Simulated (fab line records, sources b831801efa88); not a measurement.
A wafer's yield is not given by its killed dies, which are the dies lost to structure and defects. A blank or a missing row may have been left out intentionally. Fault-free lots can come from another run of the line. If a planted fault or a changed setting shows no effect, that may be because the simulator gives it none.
Matching of chambers | flow sky130 | SKY_CONTACT_ETCH_17 on rie diel-04 has 4 sister chambers
The step etches SiO2 in C4F8/O2/Ar, stops on Si3N4, target depth 340 nm. 4 wafers are shown with their chamber, then 12 later ones without.

## WAFERS PAIRED WITH THEIR CHAMBERS
wafer  | chamber | oes product au (a.u.)
L088.5 | 1       | 0.890
L088.6 | 0       | 0.895
L090.2 | 3       | 0.890
L090.6 | 2       | 0.897

## WAFERS WITH NO CHAMBER GIVEN
wafer  | oes product au (a.u.)
L093.1 | 0.887
L093.4 | 0.900
L093.6 | 0.900
L095.1 | 0.895
L095.3 | 0.891
L095.6 | 0.891
L096.1 | 0.889
L096.2 | 0.898
L096.5 | 0.885
L097.3 | 0.894
L097.5 | 0.887
L097.6 | 0.886

## CHAMBER TAKEN BY EACH
wafer  | from the rows above               | in truth
L093.1 | can't be placed: 1 or 3 or 0      | 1
L093.4 | can't be placed: 2 or 0           | 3
L093.6 | can't be placed: 2 or 0           | 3
L095.1 | can't be placed: 0 or 2 or 1 or 3 | 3
L095.3 | can't be placed: 1 or 3 or 0 or 2 | 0
L095.6 | can't be placed: 1 or 3 or 0 or 2 | 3
L096.1 | can't be placed: 1 or 3 or 0      | 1
L096.2 | can't be placed: 2 or 0           | 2
L096.5 | can't be placed: 1 or 3 or 0      | 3
L097.3 | can't be placed: 0 or 2 or 1 or 3 | 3
L097.5 | can't be placed: 1 or 3 or 0      | 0
L097.6 | can't be placed: 1 or 3 or 0      | 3
Placed correctly: 0 of 12. Not placeable from these rows: 12 (in 10, the candidates include the true chamber). Placed wrongly: 0.
How it was worked out, from the rows above alone: a wafer's distance from a chamber is the root of the sum, over the readings, of the square of ((its reading less the chamber's mean) divided by the reading's scatter). If the next closest chamber is less than 2 further off than the closest, the wafer can't be placed; otherwise it belongs to the closest. The mean given for a chamber averages the wafers shown for that chamber. The scatter: with one shown wafer a chamber, the root of the mean of the squares of how far each hidden wafer lies from its nearest shown one.
